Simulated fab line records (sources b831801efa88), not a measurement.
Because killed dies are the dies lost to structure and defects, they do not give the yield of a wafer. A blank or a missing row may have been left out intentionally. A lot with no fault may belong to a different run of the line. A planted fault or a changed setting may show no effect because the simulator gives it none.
Which of the tools did it? | flow sky130 | Sampling: 12 lots, 34 wafers, 5 of 708 route steps

== WHAT EACH GAUGE READ, for each wafer ==
SKY_SD_P_CD_MEAS_07 targets a cd of 380 nm. Usual: cd-nm 379.9 nm, standard deviation 2.7.
lot  | measured     | on        | cd-nm (nm)        | flag
L102 | day 26 09:50 | cd-sem-02 | 379.8 378.2 378.9 |
L104 | day 26 23:01 | cd-sem-01 | 384.0 382.6 383.7 |
L103 | day 27 00:28 | cd-sem-01 | 376.6 376.4 378.5 |
L105 | day 27 10:58 | cd-sem-02 | 382.7 379.8 381.9 |
L106 | day 27 21:07 | cd-sem-01 | 379.8 379.2 378.9 |
L107 | day 28 05:06 | cd-sem-01 | 382.9 381.3 378.2 |
L108 | day 28 14:18 | cd-sem-01 | 377.6 381.0 378.2 |
L111 | day 29 23:50 | cd-sem-02 | 376.6 378.0 379.0 |
L114 | day 31 02:32 | cd-sem-02 | 379.1 379.8       |
L115 | day 31 10:16 | cd-sem-02 | 383.0 386.5       |
L118 | day 32 13:12 | cd-sem-02 | 378.3 380.1 378.9 |
L122 | day 33 14:01 | cd-sem-01 | 381.3 382.9 382.3 |

SKY_SD_P_OVL_MEAS_08. Usual: for SD_P_OVL the level is -0.2 nm and the standard deviation is 1.4.
lot  | measured     | on         | SD_P_OVL (nm)  | flag
L102 | day 26 09:57 | overlay-02 | 0.2 0.2 0.4    |
L104 | day 26 23:07 | overlay-01 | -1.3 -2.8 -2.9 |
L103 | day 27 00:35 | overlay-01 | -0.1 0.7 0.7   |
L105 | day 27 11:05 | overlay-01 | -2.9 -0.7 -1.9 |
L106 | day 27 21:14 | overlay-01 | -1.4 1.2 1.2   |
L107 | day 28 05:11 | overlay-01 | -0.8 -1.9 0.3  |
L108 | day 28 14:25 | overlay-02 | 2.1 -0.1 1.4   |
L111 | day 29 23:55 | overlay-01 | -1.4 -2.2 -2.5 |
L114 | day 31 02:39 | overlay-02 | 1.0 0.6        |
L115 | day 31 10:19 | overlay-02 | 2.3 0.9        |
L118 | day 32 13:19 | overlay-01 | -0.7 -1.4 -2.2 |
L122 | day 33 14:08 | overlay-02 | -1.4 -1.3 -1.9 |

SKY_VIA1_THK_MEAS_01. Usual: for VIA1_HDPCVD_THK the level is 1034 nm and the standard deviation is 12.
lot  | measured     | on            | VIA1_HDPCVD_THK (nm) | flag
L102 | day 34 09:23 | film-metro-01 | 1040 1052 1036       |
L104 | day 34 20:04 | film-metro-01 | 1038 1032 1050       |
L103 | day 34 20:18 | film-metro-01 | 1014 1033 1032       |
L105 | day 35 04:56 | film-metro-03 | 1048 1045 1038       |
L106 | day 35 14:49 | film-metro-02 | 1023 1031 1025       |
L107 | day 35 20:31 | film-metro-01 | 1036 1045 1045       |
L108 | day 36 04:17 | film-metro-03 | 1043 1046 1042       |
L111 | day 37 10:38 | film-metro-01 | 1042 1046 1015       |
L114 | day 38 10:14 | film-metro-03 | 1004 617             | OFF
L115 | day 38 16:32 | film-metro-03 | 627 1050             | OFF
L118 | day 39 14:58 | film-metro-02 | 1050 1034 1032       |
L122 | day 40 10:30 | film-metro-01 | 1023 1031 1028       |

== EACH LOT AND THE TOOL THAT RAN IT (in order: tool; ch and the chambers of the sampled wafers; start) ==
lot  | SKY_METAL1_SPUTTER_03        | SKY_VIA1_HDPCVD_00
L102 | pvd-sputter-04, day 33 04:06 | hdpcvd-02 ch 0,1, day 34 09:16
L104 | pvd-sputter-01, day 33 15:20 | hdpcvd-02 ch 0,1,2, day 34 19:56
L103 | pvd-sputter-04, day 33 15:19 | hdpcvd-01 ch 1, day 34 20:08
L105 | pvd-sputter-03, day 34 00:25 | hdpcvd-01 ch 1,2, day 35 04:49
L106 | pvd-sputter-04, day 34 10:36 | hdpcvd-01 ch 1,2, day 35 14:42
L107 | pvd-sputter-01, day 34 16:09 | hdpcvd-01 ch 0,1,2, day 35 20:26
L108 | pvd-sputter-03, day 35 00:34 | hdpcvd-01 ch 0,2, day 36 04:10
L111 | pvd-sputter-04, day 36 06:52 | hdpcvd-02 ch 0,1,2, day 37 10:34
L114 | pvd-sputter-03, day 37 06:32 | hdpcvd-02 ch 1,2, day 38 10:04
L115 | pvd-sputter-04, day 37 13:31 | hdpcvd-02 ch 0,2, day 38 16:26
L118 | pvd-sputter-03, day 38 12:04 | hdpcvd-01 ch 0,1, day 39 14:51
L122 | pvd-sputter-01, day 39 08:13 | hdpcvd-01 ch 0,1,2, day 40 10:23
- SKY_METAL1_SPUTTER_03: material Ti, target thk 5 nm, time 3.3 s.
- SKY_VIA1_HDPCVD_00: deposits SiO2, target thk 1030 nm, time 171.7 s.

== WHAT THE TOOLS THEMSELVES READ (means of the sampled wafers that have a number; where no wafer has one, the mark that the record gives instead) ==
SKY_METAL1_SPUTTER_03. Usual: throttle-valve-pct 29.8 %, standard deviation 1.2.
lot  | tool           | throttle-valve-pct (%) | flag
L102 | pvd-sputter-04 | 29.2                   |
L104 | pvd-sputter-01 | 31.2                   |
L103 | pvd-sputter-04 | 30.1                   |
L105 | pvd-sputter-03 | 28.6                   |
L106 | pvd-sputter-04 | 30.1                   |
L107 | pvd-sputter-01 | 31.4                   |
L108 | pvd-sputter-03 | 28.6                   |
L111 | pvd-sputter-04 | 30.1                   |
L114 | pvd-sputter-03 | 28.9                   |
L115 | pvd-sputter-04 | 29.2                   |
L118 | pvd-sputter-03 | 28.1                   |
L122 | pvd-sputter-01 | 31.0                   |

SKY_VIA1_HDPCVD_00. Usual: susceptor-temp-C 399.97 C, standard deviation 0.26.
lot  | tool      | susceptor-temp-C (C) | flag
L102 | hdpcvd-02 | 400.11               |
L104 | hdpcvd-02 | 399.82               |
L103 | hdpcvd-01 | 400.13               |
L105 | hdpcvd-01 | 400.04               |
L106 | hdpcvd-01 | 400.09               |
L107 | hdpcvd-01 | 399.78               |
L108 | hdpcvd-01 | 399.88               |
L111 | hdpcvd-02 | 400.11               |
L114 | hdpcvd-02 | 400.02               |
L115 | hdpcvd-02 | 400.24               |
L118 | hdpcvd-01 | 399.89               |
L122 | hdpcvd-01 | 399.82               |

== THE ANSWER, worked out from the rows above alone ==
Rule: a lot is off if the mean of its wafers that have a number lies more than 3 standard deviations from the usual mean. A lot without any number at a reading at which 4 lots or more have one is off too. All remaining lots with rows at the step are treated as sound. The gauges are gone through in route order, then the tools' own readings, and for those a lot's mean is taken as printed above. At the first step where some lot is off, the reading lying furthest off is the one used; lots without a number count as furthest.
Off: L114, L115, seen at SKY_VIA1_THK_MEAS_01 (VIA1_HDPCVD_THK).
If a tool, at a process step before that reading, ran all the lots that are off and no sound lot after the first of them, it fits. Those tools and the gauges at SKY_VIA1_THK_MEAS_01 are tried in the same way. Can't be told from this: 2 tools fit, hdpcvd-02 at SKY_VIA1_HDPCVD_00, film-metro-03 at SKY_VIA1_THK_MEAS_01.

== WHAT THE SIMULATOR HAD PUT IN ==
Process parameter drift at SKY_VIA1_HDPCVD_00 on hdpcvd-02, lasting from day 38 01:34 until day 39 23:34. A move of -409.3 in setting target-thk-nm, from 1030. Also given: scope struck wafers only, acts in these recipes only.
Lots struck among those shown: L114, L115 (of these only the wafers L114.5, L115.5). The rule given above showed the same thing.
